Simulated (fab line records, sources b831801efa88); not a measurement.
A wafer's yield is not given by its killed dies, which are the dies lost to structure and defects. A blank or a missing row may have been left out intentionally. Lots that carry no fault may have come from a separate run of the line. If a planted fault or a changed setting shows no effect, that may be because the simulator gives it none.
Code-filled problem report in 8D (eight disciplines) form :: flow gf180mcu :: the parts of the form that need people (team, actions taken, sign-off) are left out

1. WHAT IS WRONG
rfFwdPowerW at GF_M5_ETCH_09 reads a mean of 913 W on 1 wafer of 1 lot; wafers without a fault read 787 W with a standard deviation of 4.5. Measured from the usual mean, that is +28 standard deviations.
The step: etches Si3N4 in CF4/O2, target depth 52 nm, time 11.6 s.
First observed at day 30 22:14: wafer L422.5, on rieDiel-02. Wafers with a number at this step in the record: 39, from 13 lots. Rule for "out" (also "out of limits"): further than 4 standard deviations from the usual mean. The other wafers with a number count as sound.

2. WHAT IT IS AND WHAT IT IS NOT
question: which readings at this step
is: rfFwdPowerW, oesProductAu
is not: -

question: which lots
is: L422
is not: L408, L409, L410, L411, L412, L413, L414, L415, L416, L426, L428, L430

question: which wafers of those lots
is: L422.5
is not: L422.2, L422.6

question: read on which tools
is: rieDiel-02
is not: rieDiel-01, rieDiel-04

question: when
is: from day 30 22:14
is not: up to then (29 sound wafers); but 9 sound wafers of L426, L428, L430 came after

3. THE SUSPECTS, EACH WITH WHAT RULES IT OUT
Counting: if a tool at a process step up to the reading ran every lot that is out, it stays a suspect. Sound lots after the first of them don't rule it out here, since some wafers of a struck lot are sound.
- rieDiel-02 at GF_M5_ETCH_09 (etches Si3N4 in CF4/O2, target depth 52 nm, time 11.6 s): kept. It processed L422, the lot that is out, at day 30 22:14, and its most recent sound lot before then was L416 at day 29 01:07. Its own readings are out on those wafers: oesProductAu, rfFwdPowerW.
- In rieDiel-02 at GF_M5_ETCH_09, the wafers that are out were processed in chamber 0 and their sound lot-mates in chambers 1, 2.
Left after counting: rieDiel-02 at GF_M5_ETCH_09.

4. THE CAUSE (what the simulator had put in)
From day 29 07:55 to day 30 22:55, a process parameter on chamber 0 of rieDiel-02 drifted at GF_M5_ETCH_09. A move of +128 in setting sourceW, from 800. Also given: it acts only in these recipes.
Only this tool survived the counting.

5. SEQUENCE OF EFFECTS, ordered by route
Each row: a reading whose mean over the struck wafers that have a number lies more than 3 standard deviations from the usual. Only readings for which the record gives a usual standard deviation are gone through. hours: the time from each lot's start at the first step in this table that gives one to its start at this step, as a median over the lots. sigmas: the change in usual standard deviations.
hours: 0
step: GF_M5_ETCH_09
reading: oesProductAu
usual: 0.999 a.u.
on struck wafers: 1.076
change: +0.077
sigmas: +7.8

hours: 0
step: GF_M5_ETCH_09
reading: rfFwdPowerW
usual: 787 W
on struck wafers: 913
change: +126
sigmas: +28
Its process steps:
- GF_M5_ETCH_09: etches Si3N4 in CF4/O2, target depth 52 nm, time 11.6 s.
Later measuring or inspecting steps at which every struck wafer that the step has a row for has a number for every such reading, and none has moved that far: GF_V5_CD_MEAS_14.

6. HOW IT WOULD HAVE BEEN CAUGHT EARLIER
The fault began at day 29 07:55; the first out-of-limits reading in this record came at day 30 22:14, 38 hours later.
